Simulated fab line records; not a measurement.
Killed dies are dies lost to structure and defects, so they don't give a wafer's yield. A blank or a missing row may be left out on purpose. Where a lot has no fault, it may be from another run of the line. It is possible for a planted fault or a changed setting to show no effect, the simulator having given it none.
fab line records    flow sky130
record: lots: 5  wafers: 15  last-day: 50
route steps=708 shown VT_ADJUST_PCH@149 SONOS_TUNNEL@154
lots that met no fault: from a run of the same line without faults
start-h: start of the lot's first displayed wafer, in hours after the record's first day    wait-h: how many hours have passed since the lot's step before this one    " identical to the entry in the row above    L1.1+2: a single row standing in for several wafers    - no value, or no start given    * or withheld: withheld    < > ~ a bound
route shown NAME@n: names a module that has steps shown in the file, with the first one's number in the route    usual: average and standard deviation across the fault-free wafers    same: alike in all rows    chamber/n: place in a boat    sites: each site's reading    _std_site: the values' standard deviation    _edge_site: mean of outer sites minus mean of inner sites    radius-mm: how far each site lies from the wafer's centre    mask NAME#n: copy n    behind: the most recent tool/chamber to have shaped the wafer    hold: why the lot went on hold/how many hours it stayed there/how the hold came to an end    device: the n, p or np transistor that did not switch    end of line: tests run on the same wafers once the route is complete    for a step that has no rows: nothing shown but its recipe    killed: at the first sort, the dies lost to defects and structure; wafer yield is something else    map: per-die view of a wafer (x killed, . not killed, _ where there is no die)
set.NAME: setting as actually run; set.NAME@STEP: the setting as run at that earlier step    model.NAME: the simulator's own value behind a step, which no gauge read
lots at some steps of the route; a table a step, a row a wafer
services: a tool's chamber out of use, with start hour (start-h, from the record's first day; less than 0 if before it), hours out, and reason
== steps ==
step: SKY_VT_ADJUST_PCH_DEVELOP_06
recipe: wall-angle-deg: 90  developer: TMAH  develop-time-s: 60  dev-temp-c: 23
lot.wafer   tool            chamber  start-h  wait-h
L078.1+3+4  litho-track-03  0        -        -
L084.2+4+6  litho-track-01  0        -        -
L092.2+5+6  litho-track-01  0        -        -
L094.1+2+4  litho-track-03  0        -        -
L097.1+3+6  litho-track-04  0        -        -
step: SKY_VT_ADJUST_PCH_OVL_MEAS_07
usual: VT_ADJUST_PCH_OVL: 1.2/1.3
lot.wafer  tool        chamber  start-h  wait-h  VT_ADJUST_PCH_OVL[nm]
L078.1     overlay-02  -        261.37   -       1.1
L078.3     "           -        "        "       0.9
L078.4     "           -        "        "       1.6
L084.2     overlay-02  -        310.30   -       0.1
L084.4     "           -        "        "       -2.4
L084.6     "           -        "        "       -0.3
L092.2     overlay-01  -        370.50   -       1.8
L092.5     "           -        "        "       1.8
L092.6     "           -        "        "       1.9
L094.1     overlay-01  -        383.02   -       0.3
L094.2     "           -        "        "       1.6
L094.4     "           -        "        "       1.1
L097.1     overlay-02  -        401.99   -       0.5
L097.3     "           -        "        "       2.8
L097.6     "           -        "        "       1.7
step: SKY_VT_ADJUST_PCH_IMPLANT_08
recipe: species: B  energy-kev: 10  dose-cm2: 5e+11  tilt-deg: withheld
usual: end-station-pressure-torr: 5.02e-06/2.7e-07
lot.wafer  tool          chamber  start-h  wait-h  end-station-pressure-torr
L078.1     implanter-03  0        261.41   0.0     5.19e-06
L078.3     "             0        "        "       4.56e-06
L078.4     "             0        "        "       5.07e-06
L084.2     implanter-02  0        310.35   0.0     5.13e-06
L084.4     "             0        "        "       4.87e-06
L084.6     "             0        "        "       4.7e-06
L092.2     implanter-01  0        370.55   0.0     5.39e-06
L092.5     "             0        "        "       5.46e-06
L092.6     "             0        "        "       4.73e-06
L094.1     implanter-01  0        383.06   0.0     4.91e-06
L094.2     "             0        "        "       5.19e-06
L094.4     "             0        "        "       5.24e-06
L097.1     implanter-01  0        402.03   0.0     4.72e-06
L097.3     "             0        "        "       5.26e-06
L097.6     "             0        "        "       4.83e-06
step: SKY_VT_ADJUST_PCH_STRIP_09
recipe: chemistry: O2/N2  power-w: 1400  pressure-mtorr: 1500  platen-temp-c: withheld  o2-flow-sccm: 3000  n2-flow-sccm: 300  overash-fraction: 0.5
usual: drypump-motor-current-A: 5.8/0.45  oes-product-au: 0.722/0.0049  strip-time-to-endpoint-s: 36.92/0.1
lot.wafer  tool             chamber  start-h  wait-h  drypump-motor-current-A  oes-product-au  rf-hours-counter-h  strip-time-to-endpoint-s
L078.1     plasma-asher-02  0        261.56   0.1     5.1                      0.722           45                  36.82
L078.3     "                0        "        "       5.1                      0.718           -                   36.70
L078.4     "                1        "        "       5.2                      0.715           -                   36.81
L084.2     plasma-asher-04  1        310.48   0.1     5.5                      0.726           60                  36.91
L084.4     "                0        "        "       6.2                      0.719           -                   37.01
L084.6     "                1        "        "       5.5                      0.729           -                   36.96
L092.2     plasma-asher-03  0        370.68   0.1     6.3                      0.722           66                  36.93
L092.5     "                1        "        "       5.9                      0.721           -                   36.89
L092.6     "                0        "        "       6.3                      0.722           -                   36.83
L094.1     plasma-asher-02  0        383.21   0.1     5.1                      0.716           58                  37.00
L094.2     "                1        "        "       5.2                      0.714           58                  37.03
L094.4     "                0        "        "       5.1                      0.726           -                   37.11
L097.1     plasma-asher-03  1        402.18   0.1     5.9                      0.720           69                  36.84
L097.3     "                1        "        "       5.9                      0.726           -                   36.77
L097.6     "                1        "        "       5.9                      0.711           -                   36.79
step: SKY_VT_ADJUST_PCH_TW_MEAS_10
usual: VT_ADJUST_PCH_TW: 143.0/1.6
lot.wafer  tool           chamber  start-h  wait-h  VT_ADJUST_PCH_TW
L078.1     film-metro-01  -        261.66   0.1     143.2
L078.3     "              -        "        "       142.2
L078.4     "              -        "        "       142.9
L084.2     film-metro-01  -        310.59   0.1     142.6
L084.4     "              -        "        "       142.4
L084.6     "              -        "        "       142.1
L092.2     film-metro-01  -        370.79   0.1     143.6
L092.5     "              -        "        "       143.9
L092.6     "              -        "        "       144.2
L094.1     film-metro-01  -        383.31   0.1     144.1
L094.2     "              -        "        "       144.2
L094.4     "              -        "        "       144.4
L097.1     film-metro-02  -        402.28   0.1     144.5
L097.3     "              -        "        "       144.8
L097.6     "              -        "        "       144.8
step: SKY_SONOS_TUNNEL_DEHYDRATE_00
recipe: temp-c: 200  time-s: 60
lot.wafer   tool            chamber  start-h  wait-h
L078.1+3+4  litho-track-04  0        273.34   11.7
L084.2+4+6  litho-track-04  0        322.82   12.2
L092.2+5+6  litho-track-04  0        384.12   13.3
L094.1+2+4  litho-track-04  0        396.99   13.7
L097.1+3+6  litho-track-04  0        416.69   14.4
step: SKY_SONOS_TUNNEL_HMDS_01
recipe: prime-time-s: 60  prime-temp-c: 120
usual: prime-temp-c: 120.01/0.12
lot.wafer  tool            chamber  start-h  wait-h  prime-temp-c
L078.1     litho-track-04  0        273.49   0.1     119.85
L078.3     "               0        "        "       120.08
L078.4     "               0        "        "       120.18
L084.2     litho-track-04  0        322.97   0.1     120.12
L084.4     "               0        "        "       119.94
L084.6     "               0        "        "       120.15
L092.2     litho-track-04  0        384.27   0.1     119.87
L092.5     "               0        "        "       119.76
L092.6     "               0        "        "       119.88
L094.1     litho-track-04  0        397.14   0.1     119.90
L094.2     "               0        "        "       119.93
L094.4     "               0        "        "       120.14
L097.1     litho-track-04  0        416.84   0.1     119.74
L097.3     "               0        "        "       119.98
L097.6     "               0        "        "       120.23
== services ==
tool             chamber  start-h  hours  kind
plasma-asher-02  -        238.85   1.7    repair
implanter-03     -        263.29   1.4    repair
implanter-02     -        264.97   0.7    repair
implanter-03     -        274.92   2.8    repair
plasma-asher-02  -        281.11   0.3    repair
plasma-asher-03  -        289.90   7.0    repair
== key ==
fault none
